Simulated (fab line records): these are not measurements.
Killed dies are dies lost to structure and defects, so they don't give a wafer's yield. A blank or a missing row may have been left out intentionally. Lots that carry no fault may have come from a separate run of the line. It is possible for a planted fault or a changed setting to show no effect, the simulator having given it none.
2 desks looking at one fault | flow gf180mcu | what lay behind the numbers comes last; until then each desk has only its own

== AT THE METROLOGY DESK ==
What the gauges read, lot by lot, whatever tool the lot ran on: means of the sampled wafers that have a number. If a lot's mean is further than 4 standard deviations from the usual mean, the lot is out of limits and carries the mark OUT (the distance appears in the brackets).
Columns: A = MVSD_OVL at GF_MVSD_OVL_MEAS_07, usual 0.2 nm; B = VT_IMPLANT_3_TW at GF_VT_IMPLANT_TW_MEAS_32, usual 270; C = CONTACT_CVD_02_THK at GF_CONTACT_THK_MEAS_03, usual 866 nm
lot  | first seen here | A    | B             | C
L793 | day 5 10:05     | 0.8  | 265           | 852
L794 | day 5 10:14     | 0.7  | 270           | 853
L795 | day 5 17:50     | 0.4  | 273           | 864
L796 | day 6 02:35     | 1.2  | 264           | 871
L799 | day 6 12:02     | -0.1 | 272           | 861
L801 | day 7 03:05     | -1.0 | 270           | 880
L802 | day 7 07:05     | -0.3 | 145 (-39) OUT | 882
L804 | day 7 12:23     | 0.3  | 268           | 867
L805 | day 8 00:32     | 0.6  | 141 (-40) OUT | 872
L806 | day 8 04:05     | 0.4  | 142 (-40) OUT | 874
L809 | day 8 19:33     | -0.4 | 265           | 869
L810 | day 9 00:47     | 0.4  | 271           | 862
L812 | day 9 13:56     | -1.2 | 271           | 860
This desk finds L802, L805, L806 out of limits, with the earliest case on L802 at day 10 03:40 (VT_IMPLANT_3_TW at GF_VT_IMPLANT_TW_MEAS_32). L793, L794, L795, L796, L799, L801, L804, L809, L810, L812 stayed within limits.

== THE TOOL OWNER'S DESK: implanter-03 ==
GF_VT_IMPLANT_IMPLANT_30, tool's own readings: per-lot mean of the sampled wafers with a number, covering each lot this tool ran. If a lot's mean is further than 4 standard deviations from the usual mean, the lot is out of limits and carries the mark OUT (the distance appears in the brackets).
Columns: A = dose_ions_cm2 at GF_VT_IMPLANT_IMPLANT_30, usual 2.5344e+12; B = faraday_current_uA at GF_VT_IMPLANT_IMPLANT_30, usual 14.29
lot  | first seen here | A                            | B
L794 | day 7 23:28     | 2.5364e+12                   | 14.22
L795 | day 8 09:58     | 2.5366e+12                   | 14.26
L801 | day 10 00:49    | 2.5351e+12                   | 14.80
L802 | day 10 03:25    | 2.5303e+11 (-99 or more) OUT | 1.44 (-44) OUT
L805 | day 10 22:53    | 2.5357e+11 (-99 or more) OUT | 1.44 (-44) OUT
L806 | day 11 03:07    | 2.5393e+11 (-99 or more) OUT | 1.42 (-44) OUT
This desk's verdict: out of limits on L802, L805, L806, starting with L802 at day 10 03:25 (dose_ions_cm2 at GF_VT_IMPLANT_IMPLANT_30). L794, L795, L801 stayed within limits.

== TAKEN TOGETHER ==
At day 10 03:25, on L802, L805, L806, the tool owner's desk was in a position to raise an alarm.
At day 10 03:40 the metrology desk could have sounded an alarm, on L802, L805, L806.
Every lot named ran GF_VT_IMPLANT_IMPLANT_30 on implanter-03.

== WHAT THE SIMULATOR PUT IN ==
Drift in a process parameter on implanter-03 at GF_VT_IMPLANT_IMPLANT_30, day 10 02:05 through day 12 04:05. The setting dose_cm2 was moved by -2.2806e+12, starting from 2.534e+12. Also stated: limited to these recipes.
Shown lots that were struck: L802, L805, L806.
Delay (hours) between the fault's onset and each desk's first out-of-limits reading: 1 at the tool owner's desk, 2 at the metrology desk.
